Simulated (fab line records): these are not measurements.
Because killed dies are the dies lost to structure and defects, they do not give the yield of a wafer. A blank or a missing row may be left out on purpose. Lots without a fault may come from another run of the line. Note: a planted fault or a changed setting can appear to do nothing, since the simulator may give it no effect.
A struck lot beside a sound one | flow sky130 | 15 out of 708 route steps
Sound: wafers L826.2, L826.3, L826.5. Struck: wafers L829.2, L829.4, L829.5. The cause comes at the end.
Order at every step that has rows: each side's tool, ch and its chambers, its first start. Under that, the readings that differ: sound wafers | struck wafers | difference of the means | sigmas: that difference in standard deviations of wafers without a fault.
alike: same words and numbers on both sides, and readings whose means sit less than 2 such deviations apart. not compared: any withheld reading, any reading some wafer has no value for, any bound like >300 that may hide the same value, and any number with overlapping values for which the record gives no deviation.
A row with sigmas, a row that says differs or no value, or rows on one side alone: a step with any of these is where the two part. Numbers that don't overlap but have no deviation are shown without sigmas and don't part them. A reading that every wafer of one side lacks parts them only if that side has two wafers or more.

SKY_CAP2M_SPUTTER_02: material TiN, target thk 200 nm, time 166.7 s.
  sound on pvdSputter-03 at day 43 06:02; struck on pvdSputter-03 at day 43 22:44
  alike: throttleValvePct
SKY_CAP2M_RS_MEAS_03: measures by four-point-probe.
  sound on filmMetro-03 at day 43 06:10; struck on filmMetro-01 at day 43 22:52
  alike: CAP2M_TIN_RS
SKY_CAP2M_THK_MEAS_04: measures by xrf.
  sound on filmMetro-03 at day 43 06:16; struck on filmMetro-01 at day 43 22:59
  alike: CAP2M_TIN_THK
then, 7 steps without rows for these wafers: SKY_CAP2M_DEHYDRATE_05 (time 60 s); SKY_CAP2M_HMDS_06 (prime time 60 s); SKY_CAP2M_COAT_07 (resist thk 1140 nm); SKY_CAP2M_SOFTBAKE_08 (time 60 s); SKY_CAP2M_EXPOSE_09 (exposes mask CAP2M, target cd 1000 nm); SKY_CAP2M_PEB_10; SKY_CAP2M_DEVELOP_11 (develop time 60 s).
SKY_CAP2M_OVL_MEAS_12:
  sound on overlay-02 at day 44 04:41; struck on overlay-02 at day 44 21:22
  alike: CAP2M_OVL
SKY_CAP2M_METAL_ETCH_13: etches TiN in Cl2/BCl3, stops on SiO2, target depth 220 nm, time 62.9 s.
  sound on rieMetal-03 ch 1, day 44 04:43; struck on rieMetal-03 ch 0,1, day 44 21:23
  alike: chamberPressureMTorr, drypumpMotorCurrentA, oesProductAu, throttleValvePct
  not compared: rfHoursCounterH
SKY_CAP2M_STRIP_14: strips in O2/N2.
  sound on plasmaAsher-04 ch 0, day 44 04:48; struck on plasmaAsher-03 ch 1, day 44 21:28
reading           | sound          | struck         | difference | sigmas
o2FlowSccm (sccm) | 3006 3010 2992 | 3596 3608 3599 | +598       | +64
  alike: chamberPressureMTorr, drypumpMotorCurrentA, oesProductAu, stripTimeToEndpointS
  not compared: rfHoursCounterH
then, 1 step without rows for these wafers: SKY_CAP2M_STRIP_15 (strips in post etch residue remover, time 1200 s).
-- the record jumps here: 4 days lie between the struck wafers' starts before and after (it left off in module CAP2M and takes up again in module PAD_OPEN, whose first step shown is number 708 of the route) --
SKY_PAD_OPEN_PROBE_99:
  sound on prober-01 at day 48 19:41; struck on prober-02 at day 49 08:19
reading          | sound    | struck   | difference | sigmas
killedAtContacts | 21 16 26 | 41 25 36 | +13        | +2
  alike: defectLimitedYield, killed_at_M0_to_M3, killed_at_M4_up, killedAtFrontEnd, killedAtOther, killedDies, killedOpen, killedShort, sort_bin_3_pad_short, sort_bin_5_function, sort_bin_6_memory, sortNPass, sortYieldPct

WHERE THEY PART
At SKY_CAP2M_STRIP_14 first; at SKY_PAD_OPEN_PROBE_99 last (within this record only).

WHY: whatever the simulator had introduced
plasmaAsher-03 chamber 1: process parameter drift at SKY_CAP2M_STRIP_14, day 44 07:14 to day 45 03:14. A move of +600 in setting o2FlowSccm, from 3000. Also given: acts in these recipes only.
